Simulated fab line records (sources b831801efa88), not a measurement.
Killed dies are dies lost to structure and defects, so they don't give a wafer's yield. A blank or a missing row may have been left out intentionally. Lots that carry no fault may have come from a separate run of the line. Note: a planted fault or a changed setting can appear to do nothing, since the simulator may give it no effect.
Which of the tools did it? :: flow sky130 :: 42 wafers from 14 lots sampled at 2 of the route's 708 steps

## WHAT THE GAUGES SHOWED, per wafer
The record holds no reading of a measuring or inspecting step that can be judged against a usual standard deviation.

## TOOL THAT RAN EACH LOT (tool first, then ch and the chambers of the sampled wafers, then the start)
lot: L798
SKY_LI_CONTACT_CMP_02: cmp-02 ch 0,2,3, day 27 08:05
SKY_PAD_OPEN_PROBE_99: -

lot: L799
SKY_LI_CONTACT_CMP_02: cmp-02 ch 1,2,3, day 27 16:50
SKY_PAD_OPEN_PROBE_99: -

lot: L800
SKY_LI_CONTACT_CMP_02: cmp-01 ch 0,3, day 28 07:12
SKY_PAD_OPEN_PROBE_99: -

lot: L801
SKY_LI_CONTACT_CMP_02: cmp-02 ch 0,1,3, day 28 14:08
SKY_PAD_OPEN_PROBE_99: -

lot: L802
SKY_LI_CONTACT_CMP_02: cmp-01 ch 0,3, day 28 23:35
SKY_PAD_OPEN_PROBE_99: -

lot: L803
SKY_LI_CONTACT_CMP_02: cmp-01 ch 0,2,3, day 29 05:59
SKY_PAD_OPEN_PROBE_99: -

lot: L805
SKY_LI_CONTACT_CMP_02: cmp-01 ch 0,1,3, day 30 01:37
SKY_PAD_OPEN_PROBE_99: -

lot: L807
SKY_LI_CONTACT_CMP_02: cmp-01 ch 0,1, day 31 23:20
SKY_PAD_OPEN_PROBE_99: -

lot: L808
SKY_LI_CONTACT_CMP_02: cmp-02 ch 0,2,3, day 31 23:57
SKY_PAD_OPEN_PROBE_99: prober-01, day 48 10:22

lot: L811
SKY_LI_CONTACT_CMP_02: cmp-02 ch 1,2,3, day 32 10:37
SKY_PAD_OPEN_PROBE_99: prober-02, day 48 16:14

lot: L818
SKY_LI_CONTACT_CMP_02: cmp-01 ch 0,1,2, day 34 13:58
SKY_PAD_OPEN_PROBE_99: -

lot: L819
SKY_LI_CONTACT_CMP_02: cmp-02 ch 1,2,3, day 35 01:08
SKY_PAD_OPEN_PROBE_99: -

lot: L820
SKY_LI_CONTACT_CMP_02: cmp-01 ch 0,3, day 35 02:51
SKY_PAD_OPEN_PROBE_99: -

lot: L821
SKY_LI_CONTACT_CMP_02: cmp-01 ch 0,1, day 35 04:56
SKY_PAD_OPEN_PROBE_99: -
- SKY_LI_CONTACT_CMP_02: polishes PSG.
- SKY_PAD_OPEN_PROBE_99

## AS READ BY THE TOOLS THEMSELVES (means over the sampled wafers that have a number; for cases with no such wafer, the mark the record gives instead)
SKY_LI_CONTACT_CMP_02. Usual: motorCurrentA 12.2 A, standard deviation 1.2; timeToEndpointS 34.5 s, standard deviation 2.3.
lot: L798
tool: cmp-02
motorCurrentA (A): 11.7
timeToEndpointS (s): 34.8
flag: 

lot: L799
tool: cmp-02
motorCurrentA (A): 12.1
timeToEndpointS (s): 32.9
flag: 

lot: L800
tool: cmp-01
motorCurrentA (A): 13.1
timeToEndpointS (s): 37.7
flag: 

lot: L801
tool: cmp-02
motorCurrentA (A): 11.6
timeToEndpointS (s): 31.4
flag: 

lot: L802
tool: cmp-01
motorCurrentA (A): 12.9
timeToEndpointS (s): 33.9
flag: 

lot: L803
tool: cmp-01
motorCurrentA (A): 12.7
timeToEndpointS (s): 35.9
flag: 

lot: L805
tool: cmp-01
motorCurrentA (A): 12.7
timeToEndpointS (s): 32.6
flag: 

lot: L807
tool: cmp-01
motorCurrentA (A): 13.1
timeToEndpointS (s): 31.5
flag: 

lot: L808
tool: cmp-02
motorCurrentA (A): 11.4
timeToEndpointS (s): 34.7
flag: 

lot: L811
tool: cmp-02
motorCurrentA (A): 12.0
timeToEndpointS (s): 32.0
flag: 

lot: L818
tool: cmp-01
motorCurrentA (A): 12.4
timeToEndpointS (s): 33.7
flag: 

lot: L819
tool: cmp-02
motorCurrentA (A): 12.1
timeToEndpointS (s): 34.8
flag: 

lot: L820
tool: cmp-01
motorCurrentA (A): 13.4
timeToEndpointS (s): 38.8
flag: 

lot: L821
tool: cmp-01
motorCurrentA (A): 13.0
timeToEndpointS (s): 36.5
flag: 

SKY_PAD_OPEN_PROBE_99. Usual: killed_at_M0_to_M3 44, standard deviation 7.2; killed_at_M4_up 3.1, standard deviation 1.8; killedAtContacts 24, standard deviation 4.5; killedAtFrontEnd 16, standard deviation 4.4; killedAtOther 0.2, standard deviation 0.42; killedDies 87, standard deviation 8.9; killedOnRim 17, standard deviation 4.1; killedOpen 48, standard deviation 6.4; killedShort 39, standard deviation 6.2.
lot: L808
tool: prober-01
killed_at_M0_to_M3: 37
killed_at_M4_up: 3.0
killedAtContacts: 86
killedAtFrontEnd: 14
killedAtOther: 0.0
killedDies: 140
killedOnRim: 25
killedOpen: 43
killedShort: 35
flag: OFF

lot: L811
tool: prober-02
killed_at_M0_to_M3: 44
killed_at_M4_up: 4.3
killedAtContacts: 81
killedAtFrontEnd: 15
killedAtOther: 0.0
killedDies: 145
killedOnRim: 31
killedOpen: 46
killedShort: 37
flag: OFF

## THE ANSWER, worked out from the rows above alone
Rule: lot off if the mean of its wafers having a number is beyond 3 standard deviations from the usual mean. Also off: a lot with no number at a reading for which 4 or more lots have one. Any other lot the step has rows for is counted as sound. Order of review: gauges by route order, followed by the tools' own readings, for which a lot's mean as printed above is used. The first step at which some lot is off is used, and at that step the reading that is off furthest; a lot without a number counts as furthest.
Off, at SKY_PAD_OPEN_PROBE_99 on killedAtContacts: L808, L811. Neither off nor sound, because the step has no rows for them: L798, L799, L800, L801, L802, L803, L805, L807, L818, L819, L820, L821.
If a tool, at that step or one of the process steps before it, ran each lot that is off and ran no sound lot following the first of them, it fits. One fits: SKY_LI_CONTACT_CMP_02 on cmp-02. It ran no sound lot before its first lot that is off in this sample, so the start can't be narrowed down.

## WHAT THE SIMULATOR PUT IN
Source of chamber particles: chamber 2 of cmp-02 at SKY_LI_CONTACT_CMP_02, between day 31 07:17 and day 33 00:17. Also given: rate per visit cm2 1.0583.
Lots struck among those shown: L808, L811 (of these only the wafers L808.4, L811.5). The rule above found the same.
